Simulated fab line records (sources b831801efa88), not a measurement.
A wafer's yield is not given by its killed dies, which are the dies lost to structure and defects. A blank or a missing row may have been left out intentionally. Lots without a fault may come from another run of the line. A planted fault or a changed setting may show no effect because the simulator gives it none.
Matching of chambers | flow sky130 | SKY_VIA1_HDPCVD_00 on hdpcvd-01 has 3 sister chambers
The step deposits SiO2, target thk 1030 nm, time 171.7 s. 14 wafers are shown with their chamber, then 7 later ones without.

## EACH WAFER AND ITS CHAMBER
wafer  | chamber | sih4FlowSccm (sccm) | pressureMtorr (mTorr)
L431.1 | 1       | 59.98               | 5.989
L431.5 | 1       | 59.77               | 5.991
L431.6 | 0       | 60.05               | 6.005
L434.2 | 1       | 60.03               | 5.980
L434.3 | 2       | 60.13               | 6.025
L434.4 | 0       | 60.37               | 6.004
L437.1 | 2       | 59.97               | 5.994
L437.5 | 2       | 59.77               | 5.983
L437.6 | 1       | 60.07               | 5.988
L440.1 | 1       | 60.31               | 6.001
L440.6 | 2       | 60.07               | 6.018
L441.3 | 2       | 59.84               | 6.001
L441.6 | 2       | 60.02               | 6.000
L442.3 | 1       | 59.78               | 6.013

SIGNATURES, as means of the wafers listed above
reading       | chamber 0 | chamber 1 | chamber 2 | scatter within a chamber
sih4FlowSccm  | 60.2100   | 59.9900   | 59.9667   | 0.178
pressureMtorr | 6.00450   | 5.99367   | 6.00350   | 0.0131
Rule: for each reading, subtract the chamber's mean from the wafer's reading, divide by that reading's scatter and square the result; add these up over the readings and take the root, which gives the wafer's distance from the chamber. The wafer belongs to the nearest chamber; if the next one is less than 2 further off, it can't be placed. The scatter is the square root of a quotient: the sum, over the shown wafers, of each reading's squared deviation from its chamber's mean, divided by wafers minus chambers.

## WAFERS MISSING THEIR CHAMBER
wafer  | sih4FlowSccm (sccm) | pressureMtorr (mTorr)
L442.4 | 59.96               | 6.012
L451.4 | 60.03               | 6.004
L451.5 | 60.02               | 6.003
L451.6 | 60.25               | 6.021
L452.2 | 59.87               | 6.017
L452.3 | 60.05               | 5.979
L452.5 | 60.03               | 5.993

## THE CHAMBER EACH PASSED THROUGH
wafer  | from the rows above          | in truth
L442.4 | can't be placed: 2 or 1 or 0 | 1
L451.4 | can't be placed: 2 or 1 or 0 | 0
L451.5 | can't be placed: 2 or 1 or 0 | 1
L451.6 | can't be placed: 0 or 2 or 1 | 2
L452.2 | can't be placed: 2 or 1 or 0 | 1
L452.3 | can't be placed: 1 or 2 or 0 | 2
L452.5 | can't be placed: 1 or 2 or 0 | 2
Placed correctly: 0 of 7. Unplaceable from these rows: 7, with the true chamber sitting among the candidates in 7. 0 placed wrongly.
